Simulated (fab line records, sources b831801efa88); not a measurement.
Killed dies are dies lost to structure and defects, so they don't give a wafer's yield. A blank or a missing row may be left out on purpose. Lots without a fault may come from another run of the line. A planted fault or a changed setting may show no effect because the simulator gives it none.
Which tool did it? | flow sky130 | 7 lots, 21 wafers sampled, at 1 step of a route of 708

WHAT THE GAUGES READ, wafer by wafer
SKY_SD_P_CD_MEAS_07: target cd 380 nm.
lot  | measured     | on        | cd_nm (nm)
L614 | day 26 00:28 | cd_sem-02 | 381.4 384.1 381.9
L616 | day 27 00:22 | cd_sem-02 | 378.9 377.4 377.5
L618 | day 27 14:05 | cd_sem-01 | 379.2 381.0 380.8
L626 | day 30 19:44 | cd_sem-02 | 382.9 383.2 381.8
L629 | day 31 21:57 | cd_sem-01 | 373.5 374.6 374.3
L631 | day 32 06:41 | cd_sem-02 | 381.9 381.8 379.4
L633 | day 32 17:22 | cd_sem-02 | 383.7 383.9 383.4

WHICH TOOL RAN EACH LOT (tool, then ch and the chambers of the sampled wafers, then the start)
The record holds no process step before these readings.

THE ANSWER, worked out from the rows above alone
Rule: what is usual is taken from the lots themselves. Put in order of their means at a reading, lots are off if they are a third of the lots or fewer, leave a main group of 4 or more, and stand apart from it by a gap of 3 or more times the standard deviation of the main group's means; of several such gaps the widest counts. A main group whose means are all the same, to the digits that the tables above print for the reading, isn't used. A lot without any number at a reading at which 4 lots or more have one is off too. The other lots that the step has rows for count as sound.
No lot is off at any reading shown: from this, nothing can be told.

WHAT THE SIMULATOR HAD PUT IN
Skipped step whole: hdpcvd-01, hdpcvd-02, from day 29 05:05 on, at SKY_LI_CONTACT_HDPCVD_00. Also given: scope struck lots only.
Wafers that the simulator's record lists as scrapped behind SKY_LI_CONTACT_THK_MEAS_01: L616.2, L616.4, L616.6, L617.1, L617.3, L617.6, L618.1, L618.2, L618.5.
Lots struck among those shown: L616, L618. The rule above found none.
